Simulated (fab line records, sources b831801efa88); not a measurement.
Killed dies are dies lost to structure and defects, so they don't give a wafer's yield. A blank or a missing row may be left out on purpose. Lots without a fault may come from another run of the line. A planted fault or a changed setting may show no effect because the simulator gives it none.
Which tool did it? | flow sky130 | 6 lots, 18 wafers sampled, at 2 steps of a route of 708

WHAT THE GAUGES READ, wafer by wafer
SKY_GATE_OXIDE_OVL_MEAS_10.
lot  | measured     | on         | GATE_OXIDE_OVL (nm)
L672 | day 14 07:20 | overlay-02 | -0.4 0.7 0.5
L675 | day 15 00:39 | overlay-01 | -1.1 0.7 -0.7
L680 | day 16 18:33 | overlay-01 | 2.6 1.3 1.8
L690 | day 20 07:54 | overlay-02 | 0.9 1.0 1.5
L692 | day 21 00:32 | overlay-02 | -0.6 0.5 0.5
L694 | day 21 16:48 | overlay-01 | -1.8 -2.3 -1.6

WHICH TOOL RAN EACH LOT (tool, then ch and the chambers of the sampled wafers, then the start)
lot  | SKY_GATE_OXIDE_EXPOSE_07
L672 | iline_stepper-01 ch 0, day 13 19:07
L675 | iline_stepper-02 ch 0, day 14 11:51
L680 | iline_stepper-01 ch 0, day 16 04:45
L690 | iline_stepper-01 ch 0, day 19 16:23
L692 | iline_stepper-02 ch 0, day 20 09:52
L694 | iline_stepper-02 ch 0, day 21 01:48
- SKY_GATE_OXIDE_EXPOSE_07: exposes mask LVOM, target cd 600 nm.

THE ANSWER, worked out from the rows above alone
Rule: what is usual is taken from the lots themselves. Put in order of their means at a reading, lots are off if they are a third of the lots or fewer, leave a main group of 4 or more, and stand apart from it by a gap of 3 or more times the standard deviation of the main group's means; of several such gaps the widest counts. A main group whose means are all the same, to the digits that the tables above print for the reading, isn't used. A lot without any number at a reading at which 4 lots or more have one is off too. The other lots that the step has rows for count as sound.
No lot is off at any reading shown: from this, nothing can be told.

WHAT THE SIMULATOR HAD PUT IN
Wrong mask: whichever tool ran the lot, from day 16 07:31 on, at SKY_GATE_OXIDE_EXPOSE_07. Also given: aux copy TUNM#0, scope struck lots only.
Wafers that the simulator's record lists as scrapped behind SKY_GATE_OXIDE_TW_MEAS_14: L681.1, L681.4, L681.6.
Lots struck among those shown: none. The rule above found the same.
